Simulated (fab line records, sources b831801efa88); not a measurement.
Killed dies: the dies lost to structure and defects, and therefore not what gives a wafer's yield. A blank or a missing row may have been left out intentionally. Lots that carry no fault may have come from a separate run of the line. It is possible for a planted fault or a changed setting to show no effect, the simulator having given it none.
Tool commonality check | flow gf180mcu | Lots sampled 12, wafers sampled 42

== WHY IT WAS OPENED ==
2 of 12 lots carry a flag on the reading HV_LDD_TW at GF_HV_LDD_TW_MEAS_11. Wafers without a fault read 2422, standard deviation 13.
Rule: flag the lot when none of its wafers has a number, or when each of its wafers that has one lies beyond 4 standard deviations from that mean. All remaining lots are regarded as sound.

lot  | measured     | on           | HV_LDD_TW, wafer by wafer     | flag
L768 | day 10 09:27 | filmMetro-02 | 2418 2426 2425                | 
L770 | day 10 16:46 | filmMetro-01 | 2418 2428 2435                | 
L771 | day 10 21:53 | filmMetro-01 | 2441 2424 2428                | 
L773 | day 11 19:19 | filmMetro-04 | 2398 2396 2415                | 
L776 | day 12 09:15 | filmMetro-02 | 2492 2493 2502 2499 2496 2512 | FLAGGED
L778 | day 13 12:04 | filmMetro-02 | 2504 2519 2514 2506 2520 2505 | FLAGGED
L784 | day 15 06:03 | filmMetro-02 | 2395 2406 2408                | 
L785 | day 15 16:41 | filmMetro-01 | 2412 2425 2412                | 
L786 | day 15 17:35 | filmMetro-02 | 2403 2414 2410                | 
L788 | day 16 10:11 | filmMetro-02 | 2430 2442 2430                | 
L790 | day 16 18:35 | filmMetro-01 | 2439 2456 2437                | 
L791 | day 17 05:13 | filmMetro-04 | 2412 2421 2420                | 
The numbers of the flagged lots are 2505 on average: +83 against the usual, or +6 standard deviations.

== WHICH TOOL RAN EACH LOT ==
The record holds 1 process step before the reading, out of a route of 602 steps. In each cell: the tool, then ch and the chambers that the sampled wafers went through, then the start.
lot  | flag    | GF_HV_LDD_IMPLANT_09
L768 |         | implanter-04 ch 0, day 10 09:05
L770 |         | implanter-01 ch 0, day 10 16:31
L771 |         | implanter-01 ch 0, day 10 21:38
L773 |         | implanter-04 ch 0, day 11 19:05
L776 | FLAGGED | implanter-01 ch 0, day 12 09:01
L778 | FLAGGED | implanter-01 ch 0, day 13 11:49
L784 |         | implanter-04 ch 0, day 15 05:49
L785 |         | implanter-03 ch 0, day 15 16:27
L786 |         | implanter-04 ch 0, day 15 17:22
L788 |         | implanter-04 ch 0, day 16 09:56
L790 |         | implanter-01 ch 0, day 16 18:20
L791 |         | implanter-03 ch 0, day 17 04:58
What the steps here do:
- GF_HV_LDD_IMPLANT_09
- GF_HV_LDD_TW_MEAS_11

== FLAGGED AGAINST TOTAL, ONE TOOL AT A TIME (gauges that did the reading follow at the end) ==
step                 | tool         | lots run | flagged | share of the flagged lots | sound lots run after its first flagged lot
GF_HV_LDD_IMPLANT_09 | implanter-01 | 5        | 2       | all                       | 1 (L790)
GF_HV_LDD_IMPLANT_09 | implanter-03 | 2        | 0       | none                      | -
GF_HV_LDD_IMPLANT_09 | implanter-04 | 5        | 0       | none                      | -
GF_HV_LDD_TW_MEAS_11 | filmMetro-01 | 4        | 0       | none                      | -
GF_HV_LDD_TW_MEAS_11 | filmMetro-02 | 6        | 2       | all                       | 3 (L784,L786,L788)
GF_HV_LDD_TW_MEAS_11 | filmMetro-04 | 2        | 0       | none                      | -

== WHAT IS ALLOWED BY THE TABLE ==
Rows of the table that ran all the flagged lots, 2 in number: implanter-01 at GF_HV_LDD_IMPLANT_09; filmMetro-02 at GF_HV_LDD_TW_MEAS_11.
- implanter-01 at GF_HV_LDD_IMPLANT_09 ran 5 lots, 2 of them flagged. After the first flagged lot (L790), sound lots still ran on it; a lasting fault on the whole tool would not permit that. Its own readings (doseIonsCm2, faradayCurrentUA) fall more than 4 standard deviations out on all wafers of the flagged lots.
- filmMetro-02 at GF_HV_LDD_TW_MEAS_11 ran 6 lots, 2 of them flagged. After the first flagged lot (L784, L786, L788), sound lots still ran on it; a lasting fault on the whole tool would not permit that.
Not one row of the table ran every flagged lot while running no sound lot after the first.

== WHAT THE SIMULATOR PUT IN ==
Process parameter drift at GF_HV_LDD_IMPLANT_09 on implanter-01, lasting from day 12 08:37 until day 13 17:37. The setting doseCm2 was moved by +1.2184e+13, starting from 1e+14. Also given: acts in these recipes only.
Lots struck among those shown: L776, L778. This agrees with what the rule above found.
